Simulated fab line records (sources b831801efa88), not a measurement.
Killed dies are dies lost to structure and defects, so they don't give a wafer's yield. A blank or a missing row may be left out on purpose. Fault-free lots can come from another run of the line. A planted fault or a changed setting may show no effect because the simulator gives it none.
Matching of chambers | flow sky130 | 4 sister chambers for SKY_VIA1_CMP_02 on cmp-02
The step polishes SiO2. 4 wafers are shown with their chamber, then 8 later ones without.

WAFERS WITH THEIR CHAMBER
wafer  | chamber | motor-current-A (A)
L956.2 | 1       | 12.6
L958.4 | 2       | 14.8
L958.5 | 0       | 11.1
L959.1 | 3       | 10.0

WAFERS WHOSE CHAMBER IS MISSING
wafer  | motor-current-A (A)
L959.4 | 11.1
L959.5 | 12.8
L962.2 | 12.9
L962.3 | 11.7
L962.4 | 11.0
L964.1 | 14.3
L964.5 | 10.9
L964.6 | 10.2

WHICH CHAMBER EACH ONE RAN IN
wafer  | from the rows above     | in truth
L959.4 | 0                       | 0
L959.5 | 1                       | 1
L962.2 | 1                       | 1
L962.3 | can't be placed: 0 or 1 | 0
L962.4 | 0                       | 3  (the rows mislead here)
L964.1 | 2                       | 2
L964.5 | 0                       | 0
L964.6 | 3                       | 3
Placed correctly: 6 of 8. Unplaceable from these rows: 1, with the true chamber sitting among the candidates in 1. 1 placed wrongly.
How it was worked out, from the rows above alone: a wafer's distance from a chamber is the root of the sum, over the readings, of the square of ((its reading less the chamber's mean) divided by the reading's scatter). The wafer belongs to the nearest chamber; if the next one is less than 2 further off, it can't be placed. A chamber's mean is the mean of its shown wafers. The scatter: root of mean squared gap, hidden wafer to nearest shown wafer, with one shown wafer a chamber.
